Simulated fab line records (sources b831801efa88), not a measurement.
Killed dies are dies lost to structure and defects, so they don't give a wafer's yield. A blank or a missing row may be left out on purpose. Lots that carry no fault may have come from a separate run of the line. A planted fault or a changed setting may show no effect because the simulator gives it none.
Problem report, 8D (eight disciplines) form, completed by code / flow gf180mcu / the parts of the form that need people (team, actions taken, sign-off) are left out

1. THE PROBLEM
SALICIDE_TIN_RS at GF_SALICIDE_RS_MEAS_04 reads a mean of 29.32 ohm/sq on 6 wafers of 2 lots; wafers without a fault read 16.33 ohm/sq with a standard deviation of 0.3. Relative to the usual mean, that is a shift of +43 standard deviations.
The step: measures by four-point-probe.
Earliest sighting: wafer L115.2 on filmMetro-03 at day 19 01:53. At this step, 39 wafers from 13 lots have a number in the record. Rule for "out" (also "out of limits"): further than 4 standard deviations from the usual mean. All remaining wafers that have a number are taken as sound.

2. WHAT IT IS AND WHAT IT IS NOT
question=which readings at this step | is=SALICIDE_TIN_RS | is not=-
question=which lots | is=L115, L118 | is not=L106, L107, L108, L109, L113, L114, L125, L126, L127, L128, L129
question=which wafers of those lots | is=all that have a number | is not=-
question=read on which gauges | is=filmMetro-03 | is not=filmMetro-02, filmMetro-04
question=when | is=from day 19 01:53 | is not=up to then (18 sound wafers); but 15 sound wafers of L125, L126, L127, L128, L129 came after

3. THE SUSPECTS, EACH WITH WHAT RULES IT OUT
Counting: any tool at a process step up to the reading is kept as a suspect provided that every lot that is out went through it and no sound lot did after the first of them.
- the gauge at GF_SALICIDE_RS_MEAS_04: kept. All the wafers that are out were read on filmMetro-03, and no step on other tools shows them out.
- pvdSputter-02 at GF_SALICIDE_SPUTTER_02 (material Co, target thk 10 nm, time 20 s): ruled out as a lasting fault. Following L115 (day 19 01:49), the first lot on it that is out, the sound lots L127, L129 were run on it.
The count leaves filmMetro-03 at GF_SALICIDE_RS_MEAS_04.

4. THE CAUSE (what the simulator had put in)
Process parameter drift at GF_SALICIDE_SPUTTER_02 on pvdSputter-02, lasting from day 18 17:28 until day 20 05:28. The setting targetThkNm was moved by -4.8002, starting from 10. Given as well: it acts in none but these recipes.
Counting ruled it out, wrongly: the rule takes a fault to strike every lot that its tool runs from its start on, and this one did not.

5. SEQUENCE OF EFFECTS, ordered by route
Each row: a reading whose mean over the struck wafers that have a number lies more than 3 standard deviations from the usual. Readings are gone through only where the record gives a usual standard deviation; hours: the median, over the lots, of the time from a lot's start at the first step in this table giving one to that lot's start at this step; sigmas: the change measured in usual standard deviations.
hours=0; step=GF_SALICIDE_RS_MEAS_04; reading=SALICIDE_TIN_RS; usual=16.33 ohm/sq; on struck wafers=29.32; change=+12.99; sigmas=+43
Later steps that measure or inspect, where all struck wafers having a row at the step show a number for every such reading and not one has moved that far: GF_V2_OVL_MEAS_15.

6. WHAT WOULD HAVE CAUGHT IT SOONER
8 hours passed between the start of the fault at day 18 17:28 and the first reading out of limits at a measuring or inspecting step in this record, taken at day 19 01:53.
Of the tool readings at GF_SALICIDE_SPUTTER_02 for which the record gives a usual standard deviation, none was out on any struck wafer, so an alarm limit of 4 standard deviations on them would not have fired.
